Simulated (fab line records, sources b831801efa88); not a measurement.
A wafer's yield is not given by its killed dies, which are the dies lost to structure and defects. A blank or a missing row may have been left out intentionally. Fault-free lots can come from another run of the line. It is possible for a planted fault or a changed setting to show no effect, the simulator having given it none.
One fault through the eyes of 2 desks -- flow gf180mcu -- each desk holds nothing but its own numbers, with what lay behind them at the end

== AT THE TOOL OWNER'S DESK: pvd sputter-03 ==
The tool's own readings at GF_CONTACT_SPUTTER_23 (material TiN, target thk 10 nm, time 40 s): means of the sampled wafers that have a number, for each lot that ran on this tool. Any lot whose mean is over 4 standard deviations away from the usual mean is out of limits and marked OUT; that distance is given in the brackets.
Columns: A = throttle valve pct at GF_CONTACT_SPUTTER_23, usual 30.7 %
lot,first seen here,A
L323,day 17 11:33,31.1
L324,day 17 20:13,31.1
L327,day 18 18:16,31.3
L337,day 22 06:08,31.0
L341,day 23 19:47,31.1
Result from this desk: across the 5 lots, nothing is out of limits.

== THE METROLOGY DESK ==
What the gauges read, lot by lot, whatever tool the lot ran on: means of the sampled wafers that have a number. Any lot whose mean is over 4 standard deviations away from the usual mean is out of limits and marked OUT; that distance is given in the brackets.
Columns: A = cd nm at GF_CONTACT_CD_MEAS_14, usual 220.0 nm; B = CONTACT_OVL at GF_CONTACT_OVL_MEAS_15, usual -1 nm
lot,first seen here,A,B
L323,day 17 10:53,219.3,0
L324,day 17 19:33,219.2,-4
L327,day 18 17:35,217.1,9
L337,day 22 05:27,220.1,1
L339,day 22 23:42,221.6,3
L341,day 23 19:06,218.4,3
Result from this desk: across the 6 lots, nothing is out of limits.

== PUT TOGETHER ==
The tool owner's desk saw nothing out of limits.
At the metrology desk, nothing out of limits was observed.

== WHAT THE SIMULATOR HAD INSERTED ==
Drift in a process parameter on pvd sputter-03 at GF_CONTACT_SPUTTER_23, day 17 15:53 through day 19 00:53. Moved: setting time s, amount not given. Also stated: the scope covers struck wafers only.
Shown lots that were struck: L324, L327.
